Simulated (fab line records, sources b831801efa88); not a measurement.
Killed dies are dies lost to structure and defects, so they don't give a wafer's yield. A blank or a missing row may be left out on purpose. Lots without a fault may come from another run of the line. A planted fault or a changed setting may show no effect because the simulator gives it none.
fab line records | flow gf180mcu
record lots=12 wafers=36 last_day=34
route steps=602 shown CONTACT@311 M4@458 V4@478
lots that met no fault: from a run of the same line without faults
start_h: hours from the record's first day to the start of the lot's first wafer shown | wait_h: hours since the lot's step before | " the same as in the row above | L1.1+2: a row that stands for several wafers | - no value, or no start given | * or withheld: withheld | < > ~ a bound
route shown NAME@n: a module of which the file shows steps, and the number in the route of the first | usual: mean/standard deviation of fault-free wafers | same: alike in all rows | chamber/n: place in a boat | sites: the reading at each site | _std_site: their standard deviation | _edge_site: outer sites' mean less inner sites' | radius_mm: how far each site lies from the wafer's centre | mask NAME#n: copy n | behind: the tool/chamber that last shaped the wafer | hold: why the lot was held/for how many hours/how that ended | device: the transistor (n, p or np) that didn't switch | end of line: the same wafers' tests at the end of the route | a step without rows: its recipe alone | killed: dies lost to structure and defects at the first sort, not the wafer's yield | map: a wafer's dies, x killed, . not, _ none there
set.NAME: the setting as run; set.NAME@STEP: as run at that earlier step | model.NAME: the simulator's own value behind a step, which no gauge read
steps of the route over a sample of lots; a table a step, a row a wafer
services: from which hour (start_h, from the record's first day; less than 0 if before it) a tool's chamber was out of use, for how many hours, and why
## steps
# step GF_CONTACT_CVD_24
# recipe material=W target_thk_nm=300 time_s=90.339 temp_c=400 pressure_torr=40
# usual heater_power_w=827/77 susceptor_temp_C=399.98/0.25
# columns lot.wafer tool chamber start_h wait_h heater_power_w susceptor_temp_C
L251.2 cvd_w-01 0 357.13 0.0 711 400.33
L251.5 " 1 " " 956 399.66
L251.6 " 0 " " 727 400.23
L252.2 cvd_w-02 1 364.41 0.0 876 399.70
L252.5 " 1 " " 919 400.21
L252.6 " 0 " " 765 399.84
L254.1 cvd_w-02 0 382.21 0.0 764 399.93
L254.3 " 0 " " 776 399.99
L254.6 " 1 " " 907 400.21
L256.1 cvd_w-02 1 401.70 0.0 906 400.07
L256.3 " 1 " " 907 399.66
L256.4 " 0 " " 759 400.31
L258.1 cvd_w-02 1 430.90 0.0 906 400.17
L258.2 " 0 " " 660 370.95
L258.6 " 1 " " 908 399.88
L268.2 cvd_w-01 0 519.77 0.0 723 400.06
L268.5 " 1 " " 882 399.72
L268.6 " 0 " " 710 399.94
L269.2 cvd_w-02 0 525.86 0.0 772 400.16
L269.3 " 0 " " 780 399.66
L269.4 " 1 " " 943 399.64
L270.3 cvd_w-02 1 534.03 0.1 913 399.90
L270.5 " 1 " " 922 399.35
L270.6 " 0 " " 782 400.14
L271.1 cvd_w-02 1 534.95 0.0 931 400.30
L271.5 " 0 " " 788 399.65
L271.6 " 1 " " 894 400.22
L272.2 cvd_w-02 1 544.85 0.0 901 399.77
L272.5 " 0 " " 790 400.08
L272.6 " 1 " " 927 399.97
L274.2 cvd_w-01 1 555.06 0.0 866 400.21
L274.3 " 1 " " 849 400.05
L274.6 " 0 " " 713 400.05
L273.3 cvd_w-01 0 559.04 0.1 729 399.96
L273.4 " 1 " " 842 400.24
L273.5 " 1 " " 868 400.16
# step GF_CONTACT_RS_MEAS_25
# recipe thk_meas_gauge=four-point-probe reads=W_of_CONTACT_CVD_24+TiN_of_CONTACT_SPUTTER_23+Ti_of_CONTACT_SPUTTER_22
# usual CONTACT_W_RS=0.381/0.0037
# columns lot.wafer tool chamber start_h wait_h CONTACT_W_RS[ohm/sq]
L251.2 film_metro-02 - 357.25 0.1 0.388
L251.5 " - " " 0.385
L251.6 " - " " 0.387
L252.2 film_metro-04 - 364.53 0.1 0.387
L252.5 " - " " 0.389
L252.6 " - " " 0.383
L254.1 film_metro-03 - 382.31 0.1 0.374
L254.3 " - " " 0.375
L254.6 " - " " 0.376
L256.1 film_metro-03 - 401.80 0.1 0.380
L256.3 " - " " 0.378
L256.4 " - " " 0.381
L258.1 film_metro-04 - 431.00 0.1 0.384
L258.2 " - " " 0.642
L258.6 " - " " 0.382
L268.2 film_metro-02 - 519.89 0.1 0.383
L268.5 " - " " 0.381
L268.6 " - " " 0.380
L269.2 film_metro-04 - 525.99 0.1 0.387
L269.3 " - " " 0.383
L269.4 " - " " 0.384
L270.3 film_metro-04 - 534.13 0.1 0.378
L270.5 " - " " 0.375
L270.6 " - " " 0.379
L271.1 film_metro-03 - 535.05 0.1 0.379
L271.5 " - " " 0.380
L271.6 " - " " 0.381
L272.2 film_metro-03 - 544.97 0.1 0.372
L272.5 " - " " 0.377
L272.6 " - " " 0.379
L274.2 film_metro-03 - 555.18 0.1 0.387
L274.3 " - " " 0.383
L274.6 " - " " 0.386
L273.3 film_metro-02 - 559.15 0.1 0.379
L273.4 " - " " 0.380
L273.5 " - " " 0.378
# step GF_CONTACT_THK_MEAS_26
# recipe thk_meas_gauge=xrf reads=W_of_CONTACT_CVD_24
# usual CONTACT_W_THK=298/4.1
# columns lot.wafer tool chamber start_h wait_h CONTACT_W_THK[nm]
L251.2 film_metro-02 - 357.36 0.1 298
L251.5 " - " " 300
L251.6 " - " " 298
L252.2 film_metro-04 - 364.64 0.1 294
L252.5 " - " " 292
L252.6 " - " " 297
L254.1 film_metro-03 - 382.43 0.1 302
L254.3 " - " " 300
L254.6 " - " " 302
L256.1 film_metro-03 - 401.92 0.1 296
L256.3 " - " " 297
L256.4 " - " " 296
L258.1 film_metro-04 - 431.12 0.1 299
L258.2 " - " " 179
L258.6 " - " " 299
L268.2 film_metro-02 - 520.00 0.1 297
L268.5 " - " " 301
L268.6 " - " " 301
L269.2 film_metro-04 - 526.10 0.1 294
L269.3 " - " " 298
L269.4 " - " " 297
L270.3 film_metro-04 - 534.23 0.1 302
L270.5 " - " " 304
L270.6 " - " " 301
L271.1 film_metro-03 - 535.17 0.1 297
L271.5 " - " " 298
L271.6 " - " " 296
L272.2 film_metro-03 - 545.08 0.1 302
L272.5 " - " " 298
L272.6 " - " " 300
L274.2 film_metro-03 - 555.29 0.1 289
L274.3 " - " " 293
L274.6 " - " " 291
L273.3 film_metro-02 - 559.25 0.1 301
L273.4 " - " " 302
L273.5 " - " " 302
# step GF_CONTACT_CMP_27
# recipe stop_on=SiO2 down_force_psi=3.5 platen_rpm=60 t_overpolish_s=15 target_thk_nm=0 pad_velocity_m_s=0.94248
# usual motor_current_A=11.5/1.4 time_to_endpoint_s=72.6/2.4
# columns lot.wafer tool chamber start_h wait_h motor_current_A time_to_endpoint_s
L251.2 cmp-02 0 357.46 0.1 11.4 72.0
L251.5 " 3 " " 8.6 74.0
L251.6 " 0 " " 10.8 73.2
L252.2 cmp-02 0 364.69 0.0 10.7 72.5
L252.6 " 0 " " 11.2 69.6
L252.5 " 1 " " 12.1 71.5
L254.3 cmp-01 3 382.49 0.0 10.4 73.1
L254.1 " 1 " " 11.6 69.8
L254.6 " 0 " " 12.7 69.6
L256.1 cmp-02 3 401.98 0.1 8.1 76.1
L256.4 " 1 " " 12.3 80.3
L256.3 " 2 " " 12.7 77.5
L258.2 cmp-02 3 431.45 0.3 8.6 46.9
L258.1 " 0 " " 10.8 71.8
L258.6 " 1 " " 13.1 71.1
L268.2 cmp-02 2 520.26 0.2 13.6 71.5
L268.6 " 1 " " 12.4 75.1
L268.5 " 2 " " 12.6 73.1
L269.3 cmp-01 3 526.15 0.0 10.6 73.4
L269.2 " 0 " " 12.3 67.2
L269.4 " 1 " " 11.9 70.2
L270.3 cmp-02 2 534.37 0.1 11.9 74.1
L270.5 " 0 " " 10.7 72.3
L270.6 " 1 " " 12.6 73.3
L271.1 cmp-02 3 535.38 0.2 8.2 74.8
L271.6 " 0 " " 11.2 71.3
L271.5 " 1 " " 12.6 73.6
L272.2 cmp-01 2 545.19 0.1 12.9 74.2
L272.5 " 2 " " 12.9 74.0
L272.6 " 3 " " 10.8 77.4
L274.3 cmp-01 3 555.39 0.1 11.3 73.6
L274.2 " 0 " " 12.6 69.5
L274.6 " 2 " " 12.9 70.3
L273.4 cmp-02 0 559.29 0.0 11.2 76.9
L273.3 " 2 " " 12.4 74.3
L273.5 " 1 " " 12.4 76.9
# step GF_M4_SPUTTER_02
# recipe material=AlCu target_thk_nm=450 power_w=10600 time_s=23.9 chamber_pressure_pa=0.4
# usual throttle_valve_pct=29.9/1.2
# columns lot.wafer tool chamber start_h wait_h throttle_valve_pct
L251.2 pvd_sputter-03 - 507.43 0.0 30.6
L251.5 " - " " 30.4
L251.6 " - " " 28.1
L252.2 pvd_sputter-03 - 515.46 0.0 28.3
L252.5 " - " " 28.0
L252.6 " - " " 30.5
L254.1 pvd_sputter-04 - 532.49 0.0 30.5
L254.3 " - " " 31.7
L254.6 " - " " 30.6
L256.1 pvd_sputter-03 - 551.88 0.0 30.7
L256.3 " - " " 30.7
L256.4 " - " " 28.1
L258.1 pvd_sputter-03 - 579.93 0.0 28.4
L258.2 " - " " 31.1
L258.6 " - " " 29.0
L268.2 pvd_sputter-03 - 655.31 0.0 28.1
L268.5 " - " " 30.5
L268.6 " - " " 28.2
L269.2 pvd_sputter-02 - 663.28 0.0 31.4
L269.3 " - " " 29.2
L269.4 " - " " 30.4
L270.3 pvd_sputter-04 - 669.67 0.0 32.0
L270.5 " - " " 29.9
L270.6 " - " " 31.7
L271.1 pvd_sputter-03 - 670.09 0.0 28.2
L271.5 " - " " 27.9
L271.6 " - " " 29.0
L272.2 pvd_sputter-04 - 679.41 0.0 29.5
L272.5 " - " " 30.6
L272.6 " - " " 29.6
L274.2 pvd_sputter-03 - 685.65 0.0 29.1
L274.3 " - " " 30.9
L274.6 " - " " 28.9
L273.3 pvd_sputter-03 - 692.00 0.0 28.2
L273.4 " - " " 29.2
L273.5 " - " " 30.8
# step GF_M4_CD_MEAS_14
# recipe target_cd_nm=280
# usual cd_nm=280.0/1.3
# columns lot.wafer tool chamber start_h wait_h cd_nm
L251.2 cd_sem-01 - 530.55 0.1 281.4
L251.5 " - " " 280.5
L251.6 " - " " 280.6
L252.2 cd_sem-01 - 537.75 0.1 279.1
L252.5 " - " " 278.6
L252.6 " - " " 278.9
L254.1 cd_sem-02 - 556.13 0.1 278.8
L254.3 " - " " 279.6
L254.6 " - " " 278.9
L256.1 cd_sem-02 - 574.08 0.1 282.0
L256.3 " - " " 280.3
L256.4 " - " " 280.3
L258.1 cd_sem-01 - 601.33 0.1 280.8
L258.2 " - " " 280.3
L258.6 " - " " 280.6
L268.2 cd_sem-01 - 674.69 0.1 279.6
L268.5 " - " " 280.1
L268.6 " - " " 279.8
L269.2 cd_sem-02 - 682.00 0.1 279.0
L269.3 " - " " 277.2
L269.4 " - " " 279.2
L270.3 cd_sem-02 - 688.77 0.1 278.1
L270.5 " - " " 279.5
L270.6 " - " " 277.8
L271.1 cd_sem-02 - 688.92 0.1 282.2
L271.5 " - " " 282.8
L271.6 " - " " 282.3
L272.2 cd_sem-01 - 698.40 0.1 279.0
L272.5 " - " " 279.5
L272.6 " - " " 278.9
L274.2 cd_sem-01 - 704.29 0.1 282.0
L274.3 " - " " 282.1
L274.6 " - " " 281.3
L273.3 cd_sem-02 - 709.57 0.1 279.9
L273.4 " - " " 280.6
L273.5 " - " " 281.1
# step GF_V4_CVD_02
# recipe material=SiO2 target_thk_nm=850 precursor=TEOS temp_c=400 time_s=94.851 rf_w=600
# usual heater_power_w=649/130 susceptor_temp_C=399.97/0.24
# columns lot.wafer tool chamber start_h wait_h heater_power_w susceptor_temp_C
L251.2 pecvd-01 1 531.48 0.0 745 399.86
L251.5 " 2 " " 716 400.17
L251.6 " 1 " " 802 399.65
L252.2 pecvd-04 1 538.69 0.0 570 399.72
L252.5 " 0 " " 621 400.21
L252.6 " 1 " " 450 400.12
L254.1 pecvd-03 2 557.09 0.1 533 400.05
L254.3 " 0 " " 586 400.06
L254.6 " 1 " " 394 399.69
L256.1 pecvd-01 0 575.04 0.1 860 400.01
L256.3 " 2 " " 720 400.10
L256.4 " 1 " " 755 399.99
L258.1 pecvd-03 1 602.28 0.1 461 400.32
L258.2 " 2 " " 463 399.79
L258.6 " 2 " " 513 399.70
L268.2 pecvd-04 2 675.70 0.0 779 399.64
L268.5 " 0 " " 669 400.39
L268.6 " 2 " " 791 400.04
L269.2 pecvd-01 0 682.97 0.0 737 400.25
L269.3 " 1 " " 716 400.24
L269.4 " 1 " " 780 400.09
L270.3 pecvd-01 2 689.72 0.0 690 400.16
L270.5 " 1 " " 875 399.69
L270.6 " 0 " " 834 399.66
L271.1 pecvd-03 0 689.88 0.1 643 400.12
L271.5 " 0 " " 504 400.53
L271.6 " 1 " " 393 399.78
L272.2 pecvd-04 0 699.47 0.0 670 400.01
L272.5 " 0 " " 545 400.11
L272.6 " 1 " " 444 399.54
L274.2 pecvd-01 1 705.36 0.0 710 399.81
L274.3 " 0 " " 735 399.72
L274.6 " 1 " " 778 399.74
L273.3 pecvd-04 0 710.49 0.0 681 399.97
L273.4 " 0 " " 694 399.89
L273.5 " 2 " " 807 399.94
## services
# columns tool chamber start_h hours kind
pecvd-04 - 365.60 1.1 repair
pecvd-04 2 366.09 10.0 repair
pecvd-04 - 368.88 14.0 pm
cmp-01 - 371.95 2.0 repair
cmp-01 - 372.22 2.1 repair
cvd_w-01 - 390.00 14.0 pm
pvd_sputter-03 - 394.63 1.7 repair
cmp-02 - 404.00 4.0 pm
cvd_w-01 1 424.43 10.5 repair
cvd_w-01 - 429.07 2.8 pm
cmp-01 - 437.38 7.1 pm
cmp-01 - 463.06 2.7 repair
cmp-02 - 480.80 0.4 repair
pecvd-04 - 483.19 4.3 pm
pecvd-01 - 495.30 6.0 pm
cmp-01 - 518.35 0.8 repair
cmp-01 - 519.84 1.5 repair
cmp-02 - 544.92 6.2 pm
cvd_w-02 - 565.01 28.1 pm
cmp-02 - 566.19 4.7 pm
cmp-01 - 572.00 4.0 pm
pvd_sputter-03 - 591.17 5.0 repair
cvd_w-01 - 593.11 14.6 pm
cvd_w-02 1 694.29 2.2 repair
## key
first_sign step=GF_CONTACT_CVD_24 reading=susceptor_temp_C direction=down sigmas=99+ usual=* struck=*
effect step=GF_CONTACT_RS_MEAS_25 reading=CONTACT_W_RS direction=up sigmas=71 usual=0.381 struck=0.642
effect step=GF_CONTACT_THK_MEAS_26 reading=CONTACT_W_THK direction=down sigmas=29 usual=298 struck=179
effect step=GF_CONTACT_CMP_27 reading=time_to_endpoint_s direction=down sigmas=11 usual=* struck=*
met_at GF_CONTACT_CVD_24
struck_lots L258
struck_wafers L258.2
tester_left_out L258
not_acting_at GF_M4_SPUTTER_02,GF_M4_CD_MEAS_14,GF_V4_CVD_02
onset_between 401.70 430.90
fault kind=process_parameter_drift tool=cvd_w-02 chamber=0 onset_h=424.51 steps=GF_CONTACT_CVD_24 channel=temp_c offset=* shape=step end_h=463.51 acts_in=* stated=*
# tester_left_out: of these lots the tester's yield and bins aren't shown, on N5 and GAA mostly nor the transistor test; their killed dies are dies lost to structure and defects alone, not to doping, threshold or leakage, so they don't give the yield
